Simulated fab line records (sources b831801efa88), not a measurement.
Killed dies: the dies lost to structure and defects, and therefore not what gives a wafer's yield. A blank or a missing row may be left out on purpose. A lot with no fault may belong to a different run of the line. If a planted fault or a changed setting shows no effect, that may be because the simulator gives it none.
The tool behind it: which one? || flow sky130 || Sampling: 10 lots, 28 wafers, 6 of 708 route steps

## WHAT THE GAUGES SHOWED, per wafer
SKY_VIA3_RS_MEAS_22: a four-point-probe measurement.
{"lot": "L514", "measured": "day 39 20:26", "on": "film metro-03", "VIA3_W_RS (ohm/sq)": "0.298 0.295 0.303"}
{"lot": "L515", "measured": "day 41 17:48", "on": "film metro-01", "VIA3_W_RS (ohm/sq)": "0.283 0.298 0.298"}
{"lot": "L517", "measured": "day 41 17:53", "on": "film metro-02", "VIA3_W_RS (ohm/sq)": "0.297 0.301 0.301"}
{"lot": "L519", "measured": "day 41 19:32", "on": "film metro-03", "VIA3_W_RS (ohm/sq)": "0.298 0.297 0.294"}
{"lot": "L520", "measured": "day 41 20:43", "on": "film metro-02", "VIA3_W_RS (ohm/sq)": "0.281 0.279 0.293"}
{"lot": "L518", "measured": "day 41 22:28", "on": "film metro-03", "VIA3_W_RS (ohm/sq)": "0.294 0.282 0.280"}
{"lot": "L523", "measured": "day 42 11:05", "on": "film metro-03", "VIA3_W_RS (ohm/sq)": "0.296 0.297 0.298"}
{"lot": "L533", "measured": "day 45 06:23", "on": "film metro-03", "VIA3_W_RS (ohm/sq)": "0.201 0.297"}
{"lot": "L532", "measured": "day 45 09:52", "on": "film metro-02", "VIA3_W_RS (ohm/sq)": "0.199 0.295"}
{"lot": "L534", "measured": "day 45 11:02", "on": "film metro-01", "VIA3_W_RS (ohm/sq)": "0.287 0.283 0.283"}

SKY_VIA3_THK_MEAS_23: measures by xrf.
{"lot": "L514", "measured": "day 39 20:33", "on": "film metro-03", "VIA3_W_THK (nm)": "370 373 365"}
{"lot": "L515", "measured": "day 41 17:54", "on": "film metro-01", "VIA3_W_THK (nm)": "399 378 377"}
{"lot": "L517", "measured": "day 41 18:00", "on": "film metro-02", "VIA3_W_THK (nm)": "377 374 373"}
{"lot": "L519", "measured": "day 41 19:39", "on": "film metro-03", "VIA3_W_THK (nm)": "369 372 373"}
{"lot": "L520", "measured": "day 41 20:49", "on": "film metro-02", "VIA3_W_THK (nm)": "397 400 383"}
{"lot": "L518", "measured": "day 41 22:34", "on": "film metro-03", "VIA3_W_THK (nm)": "376 389 395"}
{"lot": "L523", "measured": "day 42 11:12", "on": "film metro-03", "VIA3_W_THK (nm)": "372 372 366"}
{"lot": "L533", "measured": "day 45 06:30", "on": "film metro-03", "VIA3_W_THK (nm)": "522 366"}
{"lot": "L532", "measured": "day 45 09:59", "on": "film metro-02", "VIA3_W_THK (nm)": "550 379"}
{"lot": "L534", "measured": "day 45 11:09", "on": "film metro-01", "VIA3_W_THK (nm)": "394 401 394"}

## TOOL THAT RAN EACH LOT (tool first, then ch and the chambers of the sampled wafers, then the start)
{"lot": "L514", "SKY_VIA1_ETCH_15": "rie diel-04 ch 0,1,3, day 34 01:20", "SKY_VIA1_STRIP_16": "plasma asher-04 ch 0,1, day 34 01:23", "SKY_METAL2_DESCUM_17": "rie metal-03 ch 0,1, day 35 06:05", "SKY_VIA3_CVD_21": "cvd w-01 ch 0,1, day 39 20:19"}
{"lot": "L515", "SKY_VIA1_ETCH_15": "rie diel-02 ch 1,2,3, day 36 02:53", "SKY_VIA1_STRIP_16": "plasma asher-02 ch 0,1, day 36 02:58", "SKY_METAL2_DESCUM_17": "rie metal-03 ch 1, day 37 06:44", "SKY_VIA3_CVD_21": "cvd w-02 ch 0,1, day 41 17:41"}
{"lot": "L517", "SKY_VIA1_ETCH_15": "rie diel-01 ch 0,1,3, day 36 03:50", "SKY_VIA1_STRIP_16": "plasma asher-04 ch 0,1, day 36 03:53", "SKY_METAL2_DESCUM_17": "rie metal-02 ch 0,1, day 37 07:17", "SKY_VIA3_CVD_21": "cvd w-01 ch 0,1, day 41 17:45"}
{"lot": "L519", "SKY_VIA1_ETCH_15": "rie diel-01 ch 1,2, day 36 05:20", "SKY_VIA1_STRIP_16": "plasma asher-04 ch 0,1, day 36 05:23", "SKY_METAL2_DESCUM_17": "rie metal-04 ch 0,1, day 37 09:02", "SKY_VIA3_CVD_21": "cvd w-01 ch 0,1, day 41 19:24"}
{"lot": "L520", "SKY_VIA1_ETCH_15": "rie diel-02 ch 1,2, day 36 06:38", "SKY_VIA1_STRIP_16": "plasma asher-03 ch 0,1, day 36 06:41", "SKY_METAL2_DESCUM_17": "rie metal-02 ch 0,1, day 37 10:29", "SKY_VIA3_CVD_21": "cvd w-02 ch 0,1, day 41 20:34"}
{"lot": "L518", "SKY_VIA1_ETCH_15": "rie diel-02 ch 1,3, day 36 08:23", "SKY_VIA1_STRIP_16": "plasma asher-04 ch 0,1, day 36 08:28", "SKY_METAL2_DESCUM_17": "rie metal-04 ch 0,1, day 37 12:19", "SKY_VIA3_CVD_21": "cvd w-02 ch 0,1, day 41 22:21"}
{"lot": "L523", "SKY_VIA1_ETCH_15": "rie diel-02 ch 1,2,3, day 36 23:22", "SKY_VIA1_STRIP_16": "plasma asher-04 ch 0,1, day 36 23:25", "SKY_METAL2_DESCUM_17": "rie metal-02 ch 0,1, day 38 03:24", "SKY_VIA3_CVD_21": "cvd w-01 ch 0,1, day 42 10:58"}
{"lot": "L533", "SKY_VIA1_ETCH_15": "rie diel-01 ch 1,3, day 40 03:59", "SKY_VIA1_STRIP_16": "plasma asher-02 ch 1, day 40 04:02", "SKY_METAL2_DESCUM_17": "rie metal-03 ch 0,1, day 41 06:41", "SKY_VIA3_CVD_21": "cvd w-01 ch 1, day 45 06:16"}
{"lot": "L532", "SKY_VIA1_ETCH_15": "rie diel-04 ch 2, day 40 05:16", "SKY_VIA1_STRIP_16": "plasma asher-04 ch 0, day 40 05:19", "SKY_METAL2_DESCUM_17": "rie metal-04 ch 0,1, day 41 07:57", "SKY_VIA3_CVD_21": "cvd w-01 ch 0, day 45 09:45"}
{"lot": "L534", "SKY_VIA1_ETCH_15": "rie diel-02 ch 0,1,3, day 40 06:44", "SKY_VIA1_STRIP_16": "plasma asher-02 ch 0,1, day 40 06:47", "SKY_METAL2_DESCUM_17": "rie metal-04 ch 0,1, day 41 09:26", "SKY_VIA3_CVD_21": "cvd w-02 ch 1, day 45 10:54"}
- SKY_VIA1_ETCH_15: etches SiO2 in C4F8/O2/Ar, stops on TiN, target depth 351 nm, time 54 s.
- SKY_VIA1_STRIP_16: strips in O2/N2.
- SKY_METAL2_DESCUM_17: chemistry O2, time 8 s.
- SKY_VIA3_CVD_21: deposits W, target thk 390 nm, time 117.31 s.

## AS READ BY THE TOOLS THEMSELVES (means over the sampled wafers that have a number; for cases with no such wafer, the mark the record gives instead)
SKY_VIA1_ETCH_15.
{"lot": "L514", "tool": "rie diel-04", "oes product au (a.u.)": 0.982}
{"lot": "L515", "tool": "rie diel-02", "oes product au (a.u.)": 0.982}
{"lot": "L517", "tool": "rie diel-01", "oes product au (a.u.)": 0.976}
{"lot": "L519", "tool": "rie diel-01", "oes product au (a.u.)": 0.982}
{"lot": "L520", "tool": "rie diel-02", "oes product au (a.u.)": 0.984}
{"lot": "L518", "tool": "rie diel-02", "oes product au (a.u.)": 0.985}
{"lot": "L523", "tool": "rie diel-02", "oes product au (a.u.)": 0.981}
{"lot": "L533", "tool": "rie diel-01", "oes product au (a.u.)": 0.988}
{"lot": "L532", "tool": "rie diel-04", "oes product au (a.u.)": 0.980}
{"lot": "L534", "tool": "rie diel-02", "oes product au (a.u.)": 0.978}

SKY_VIA1_STRIP_16.
{"lot": "L514", "tool": "plasma asher-04", "drypump motor current A (A)": 6.1, "oes product au (a.u.)": 0.419, "strip time to endpoint s (s)": 4.474}
{"lot": "L515", "tool": "plasma asher-02", "drypump motor current A (A)": 5.3, "oes product au (a.u.)": 0.421, "strip time to endpoint s (s)": 4.486}
{"lot": "L517", "tool": "plasma asher-04", "drypump motor current A (A)": 6.1, "oes product au (a.u.)": 0.420, "strip time to endpoint s (s)": 4.511}
{"lot": "L519", "tool": "plasma asher-04", "drypump motor current A (A)": 5.7, "oes product au (a.u.)": 0.417, "strip time to endpoint s (s)": 4.445}
{"lot": "L520", "tool": "plasma asher-03", "drypump motor current A (A)": 5.7, "oes product au (a.u.)": 0.413, "strip time to endpoint s (s)": 4.466}
{"lot": "L518", "tool": "plasma asher-04", "drypump motor current A (A)": 5.8, "oes product au (a.u.)": 0.415, "strip time to endpoint s (s)": 4.476}
{"lot": "L523", "tool": "plasma asher-04", "drypump motor current A (A)": 5.8, "oes product au (a.u.)": 0.420, "strip time to endpoint s (s)": 4.456}
{"lot": "L533", "tool": "plasma asher-02", "drypump motor current A (A)": 5.8, "oes product au (a.u.)": 0.409, "strip time to endpoint s (s)": 4.450}
{"lot": "L532", "tool": "plasma asher-04", "drypump motor current A (A)": 6.4, "oes product au (a.u.)": 0.413, "strip time to endpoint s (s)": 4.444}
{"lot": "L534", "tool": "plasma asher-02", "drypump motor current A (A)": 5.6, "oes product au (a.u.)": 0.412, "strip time to endpoint s (s)": 4.472}

SKY_METAL2_DESCUM_17.
{"lot": "L514", "tool": "rie metal-03", "drypump motor current A (A)": 6.0, "oes product au (a.u.)": 0.998, "temp c (C)": 40.08}
{"lot": "L515", "tool": "rie metal-03", "drypump motor current A (A)": 6.6, "oes product au (a.u.)": 1.001, "temp c (C)": 39.96}
{"lot": "L517", "tool": "rie metal-02", "drypump motor current A (A)": 5.7, "oes product au (a.u.)": 1.000, "temp c (C)": 40.03}
{"lot": "L519", "tool": "rie metal-04", "drypump motor current A (A)": 5.8, "oes product au (a.u.)": 1.000, "temp c (C)": 40.00}
{"lot": "L520", "tool": "rie metal-02", "drypump motor current A (A)": 5.7, "oes product au (a.u.)": 1.004, "temp c (C)": 40.00}
{"lot": "L518", "tool": "rie metal-04", "drypump motor current A (A)": 5.8, "oes product au (a.u.)": 0.990, "temp c (C)": 39.98}
{"lot": "L523", "tool": "rie metal-02", "drypump motor current A (A)": 5.7, "oes product au (a.u.)": 1.013, "temp c (C)": 40.17}
{"lot": "L533", "tool": "rie metal-03", "drypump motor current A (A)": 6.2, "oes product au (a.u.)": 0.990, "temp c (C)": 40.00}
{"lot": "L532", "tool": "rie metal-04", "drypump motor current A (A)": 5.8, "oes product au (a.u.)": 1.002, "temp c (C)": 39.95}
{"lot": "L534", "tool": "rie metal-04", "drypump motor current A (A)": 5.8, "oes product au (a.u.)": 0.998, "temp c (C)": 39.99}

SKY_VIA3_CVD_21.
{"lot": "L514", "tool": "cvd w-01", "heater power outer w (W)": 515, "heater power w (W)": 865, "susceptor temp C (C)": 400.01}
{"lot": "L515", "tool": "cvd w-02", "heater power outer w (W)": 513, "heater power w (W)": 886, "susceptor temp C (C)": 400.07}
{"lot": "L517", "tool": "cvd w-01", "heater power outer w (W)": 525, "heater power w (W)": 861, "susceptor temp C (C)": 400.11}
{"lot": "L519", "tool": "cvd w-01", "heater power outer w (W)": 518, "heater power w (W)": 857, "susceptor temp C (C)": 400.28}
{"lot": "L520", "tool": "cvd w-02", "heater power outer w (W)": 498, "heater power w (W)": 824, "susceptor temp C (C)": 400.10}
{"lot": "L518", "tool": "cvd w-02", "heater power outer w (W)": 499, "heater power w (W)": 819, "susceptor temp C (C)": 400.17}
{"lot": "L523", "tool": "cvd w-01", "heater power outer w (W)": 525, "heater power w (W)": 855, "susceptor temp C (C)": 399.87}
{"lot": "L533", "tool": "cvd w-01", "heater power outer w (W)": 404, "heater power w (W)": 718, "susceptor temp C (C)": 400.00}
{"lot": "L532", "tool": "cvd w-01", "heater power outer w (W)": 580, "heater power w (W)": 943, "susceptor temp C (C)": 399.94}
{"lot": "L534", "tool": "cvd w-02", "heater power outer w (W)": 481, "heater power w (W)": 772, "susceptor temp C (C)": 400.49}

## THE ANSWER, worked out from the rows above alone
Rule: what is usual is taken from the lots themselves. The widest of any qualifying gaps counts: lots, ordered by their means at a reading, are off when they make up no more than a third of the lots, leave a main group of 4 or more, and stand apart from it by 3 or more times the standard deviation of that group's means. A main group is skipped when, at the precision printed for the reading in the tables above, its means are all equal. A lot without any number at a reading at which 4 lots or more have one is off too. All remaining lots with rows at the step are treated as sound. Order of review: gauges by route order, followed by the tools' own readings, for which a lot's mean as printed above is used. The first step at which some lot is off is used, and at that step the reading that is off furthest; a lot without a number counts as furthest.
Off: L533, L532, seen at SKY_VIA3_RS_MEAS_22 (VIA3_W_RS). Mean 0.292 ohm/sq and standard deviation 0.0062 in the main group.
A tool fits if, at a process step before that reading, it ran every lot that is off, and no sound lot after the first of them. The gauges at SKY_VIA3_RS_MEAS_22 are tried like those tools. One fits: SKY_VIA3_CVD_21 on cvd w-01. Its last sound lot is L523 (day 42 10:58), its first lot that is off L533 (day 45 06:16): a fault that began between those two fits.

## WHAT THE SIMULATOR HAD INSERTED
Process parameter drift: cvd w-01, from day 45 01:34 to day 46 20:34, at SKY_VIA3_CVD_21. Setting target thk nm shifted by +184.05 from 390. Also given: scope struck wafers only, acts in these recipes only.
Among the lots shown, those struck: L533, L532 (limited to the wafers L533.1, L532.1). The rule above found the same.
